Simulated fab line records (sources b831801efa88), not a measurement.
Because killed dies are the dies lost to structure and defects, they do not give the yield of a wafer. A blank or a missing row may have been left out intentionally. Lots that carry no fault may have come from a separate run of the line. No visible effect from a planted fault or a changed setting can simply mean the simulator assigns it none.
The tool behind it: which one? -- flow gf180mcu -- route of 602 steps, sampled at 1 step: 6 lots, 17 wafers

WHAT THE GAUGES SHOWED, per wafer
GF_STI_THK_MEAS_04.
lot,measured,on,STI_CVD_03_THK (nm)
L819,day 1 18:41,filmMetro-03,203.4 201.4 202.7
L822,day 2 10:43,filmMetro-01,207.8 208.2 208.3
L827,day 3 10:34,filmMetro-03,209.2 208.9
L834,day 4 21:40,filmMetro-02,204.8 204.7 205.3
L837,day 5 13:41,filmMetro-02,211.2 212.6 212.4
L840,day 6 04:07,filmMetro-01,210.2 208.7 210.0

TOOL THAT RAN EACH LOT (tool first, then ch and the chambers of the sampled wafers, then the start)
The record holds no process step before these readings.

THE ANSWER, worked out from the rows above alone
Rule: usual is defined by the lots themselves. Put in order of their means at a reading, lots are off if they are a third of the lots or fewer, leave a main group of 4 or more, and stand apart from it by a gap of 3 or more times the standard deviation of the main group's means; of several such gaps the widest counts. Not used: any main group whose means are identical at the precision the tables above print for the reading. A lot without any number at a reading at which 4 lots or more have one is off too. Where the step has rows for the other lots, those lots are counted as sound.
None of the lots is off at any reading shown; this tells nothing.

WHAT THE SIMULATOR HAD PUT IN
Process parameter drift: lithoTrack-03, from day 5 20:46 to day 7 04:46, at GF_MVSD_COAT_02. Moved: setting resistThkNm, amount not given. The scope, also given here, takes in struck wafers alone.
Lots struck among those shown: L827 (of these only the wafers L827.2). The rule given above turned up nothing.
